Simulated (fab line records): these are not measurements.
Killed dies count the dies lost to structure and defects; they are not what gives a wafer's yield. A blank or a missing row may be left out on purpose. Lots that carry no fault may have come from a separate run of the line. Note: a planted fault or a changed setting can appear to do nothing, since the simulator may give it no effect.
Struck lot and sound lot, side by side | flow sky130 | 19 steps out of a route of 708
Sound: wafers L213.2, L213.4, L213.5. Wafers L216.1, L216.2, L216.6 were the ones struck. The cause is named last.
At each step with rows: each side's tool, then ch and its chambers, then its first start. Under that, the readings that differ: sound wafers | struck wafers | difference of the means | sigmas: that difference in standard deviations of wafers without a fault.
alike: same words and numbers on both sides, and readings whose means sit less than 2 such deviations apart. not compared: any withheld reading, any reading some wafer has no value for, any bound like >300 that may hide the same value, and any number with overlapping values for which the record gives no deviation.
A row with sigmas, a row that says differs or no value, or rows on one side alone: a step with any of these is where the two part. Non-overlapping numbers with no deviation appear without sigmas and do not part them. A reading that every wafer of one side lacks parts them only if that side has two wafers or more.

SKY_FIELD_ISO_BOW_MEAS_00:
  sound on film metro-03, day 2 21:01; struck on film metro-03, day 3 12:00
  alike: INCOMING_BOW
then, 1 step without rows for these wafers: SKY_FIELD_ISO_OXIDATION_01 (stabilise 600 s, purge 300 s, target thk 12 nm).
SKY_FIELD_ISO_THK_MEAS_02:
  sound on film metro-03, day 2 22:38; struck on film metro-02, day 3 16:10
  reading                         | sound             | struck            | difference | sigmas
  FIELD_ISO_OXIDATION_00_THK (nm) | 11.42 11.41 11.54 | 12.05 12.12 12.18 | +0.66      | +3
then, 1 step without rows for these wafers: SKY_FIELD_ISO_CVD_03 (deposits Si3N4 from DCS/NH3, target thk 165 nm, time 2830 s).
SKY_FIELD_ISO_THK_MEAS_04:
  sound on film metro-01, day 3 00:29; struck on film metro-02, day 3 18:18
  alike: FIELD_ISO_CVD_03_THK
then, 3 steps without rows for these wafers: SKY_FIELD_ISO_DEHYDRATE_05 (time 60 s); SKY_FIELD_ISO_HMDS_06 (prime time 60 s); SKY_FIELD_ISO_COAT_07 (resist thk 60 nm).
SKY_FIELD_ISO_COAT_08: resist thk 450 nm.
  sound on litho track-04 ch 0, day 3 08:00; struck on litho track-04 ch 0, day 4 01:00
  reading                                          | sound             | struck            | difference | sigmas
  model.KrF-thick_of_FIELD_ISO_COAT_08.thk nm (nm) | 449.9 450.2 449.7 | 485.9 486.9 486.5 | +36.5      |
then, 4 steps without rows for these wafers: SKY_FIELD_ISO_SOFTBAKE_09 (time 90 s); SKY_FIELD_ISO_EXPOSE_10 (exposes mask FOM, target cd 150 nm); SKY_FIELD_ISO_PEB_11; SKY_FIELD_ISO_DEVELOP_12 (develop time 60 s).
SKY_FIELD_ISO_CD_MEAS_13: target cd 150 nm.
  sound on cd sem-01, day 3 16:46; struck on cd sem-01, day 4 11:07
  alike: cd nm
SKY_FIELD_ISO_ETCH_14: etches BARC in N2/H2, stops on SiO2, time 45.9 s, target depth 60 nm.
  sound on rie diel-04 ch 0,2,3, day 3 16:52; struck on rie diel-02 ch 1,3, day 4 11:14
  alike: chamber pressure mTorr, drypump motor current A, oes product au, throttle valve pct
  not compared: rf hours counter h
SKY_FIELD_ISO_ETCH_15: etches the open film in CHF3/O2, stops on Si, target depth 180 nm, time 72 s.
  sound on rie diel-04 ch 0,2,3, day 3 16:54; struck on rie diel-02 ch 1,3, day 4 11:17
  reading                                          | sound             | struck            | difference | sigmas
  model.KrF-thick_of_FIELD_ISO_COAT_08.thk nm (nm) | 230.6 234.2 233.9 | 267.4 273.3 267.9 | +36.6      |
  alike: chamber pressure mTorr, drypump motor current A, oes product au, throttle valve pct
  not compared: rf hours counter h
SKY_FIELD_ISO_STRIP_16: strips in O2/N2.
  sound on plasma asher-01 ch 0,1, day 3 16:58; struck on plasma asher-01 ch 0,1, day 4 11:20
  reading                      | sound             | struck            | difference | sigmas
  oes product au (a.u.)        | 0.367 0.378 0.374 | 0.388 0.403 0.378 | +0.017     | +3
  strip time to endpoint s (s) | 3.49 3.54 3.52    | 3.88 3.93 3.89    | +0.38      | +8
  alike: chamber pressure mTorr, drypump motor current A
  not compared: rf hours counter h
SKY_FIELD_ISO_ETCH_17: etches Si in HBr/Cl2/O2, target depth 342 nm, time 101.3 s.
  sound on rie si-01 ch 0,1,2, day 3 17:04; struck on rie si-02 ch 0,3, day 4 11:26
  reading             | sound             | struck            | difference | sigmas
  mfc cl2 sccm (sccm) | 40.13 40.06 39.99 | 39.66 39.75 39.92 | -0.28      | -2
  alike: chamber pressure mTorr, drypump motor current A, oes product au, throttle valve pct
  not compared: rf hours counter h
SKY_PAD_OPEN_PROBE_99:
  the record has rows for the sound wafers here (prober-01, day 47 18:13) and none for the struck ones

== WHERE THEY PART ==
First at SKY_FIELD_ISO_THK_MEAS_02; last, within this record, at SKY_PAD_OPEN_PROBE_99.

WHY: what had been put in by the simulator
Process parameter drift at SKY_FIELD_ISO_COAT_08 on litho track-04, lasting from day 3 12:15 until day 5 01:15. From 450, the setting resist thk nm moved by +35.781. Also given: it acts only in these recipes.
